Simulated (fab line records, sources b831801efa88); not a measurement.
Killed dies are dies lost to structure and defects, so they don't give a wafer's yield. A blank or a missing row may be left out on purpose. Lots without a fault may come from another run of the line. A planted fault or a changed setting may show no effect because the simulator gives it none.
Chamber matching | flow sfq_line | SFQ_TRILAYER_A5B_CMP_CMP_130 on cmp-02: 4 sister chambers
The step polishes, stops on Nb, target thk 340.7 nm. 16 wafers are shown with their chamber, then 8 later ones without.

WAFERS WITH THEIR CHAMBER
wafer  | chamber | motor_current_A (A)
L302.3 | 2       | 9.2
L302.5 | 0       | 10.5
L302.6 | 1       | 9.9
L304.2 | 0       | 10.8
L304.4 | 2       | 9.0
L304.6 | 3       | 11.4
L306.2 | 2       | 8.8
L306.3 | 0       | 10.0
L306.6 | 2       | 9.2
L318.4 | 2       | 9.5
L318.5 | 0       | 10.6
L318.6 | 3       | 10.5
L319.1 | 1       | 9.4
L319.2 | 2       | 9.5
L319.6 | 1       | 9.8
L321.1 | 3       | 11.1

SIGNATURES (means of the wafers above)
reading         | chamber 0 | chamber 1 | chamber 2 | chamber 3 | scatter within a chamber
motor_current_A | 10.475    | 9.700     | 9.200     | 11.000    | 0.328
Rule: a wafer's distance from a chamber is the root of the sum, over the readings, of the square of ((its reading less the chamber's mean) divided by the reading's scatter). The wafer belongs to the nearest chamber; if the next one is less than 2 further off, it can't be placed. The scatter: the root of (the sum of the squares of (reading less its chamber's mean) over the shown wafers, divided by (wafers less chambers)).

WAFERS WITHOUT THEIR CHAMBER
wafer  | motor_current_A (A)
L321.3 | 9.4
L321.2 | 9.4
L322.4 | 9.9
L322.5 | 8.9
L322.6 | 10.5
L323.1 | 8.6
L323.5 | 9.8
L323.6 | 9.7

WHICH CHAMBER EACH WENT THROUGH
wafer  | from the rows above          | in truth
L321.3 | can't be placed: 2 or 1      | 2
L321.2 | can't be placed: 2 or 1      | 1
L322.4 | can't be placed: 1 or 0 or 2 | 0
L322.5 | can't be placed: 2 or 1      | 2
L322.6 | can't be placed: 0 or 3      | 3
L323.1 | can't be placed: 2 or 1      | 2
L323.5 | can't be placed: 1 or 2 or 0 | 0
L323.6 | can't be placed: 1 or 2      | 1
Placed correctly: 0 of 8. Can't be placed from these rows: 8 (the true chamber is among the candidates in 8). Placed wrongly: 0.
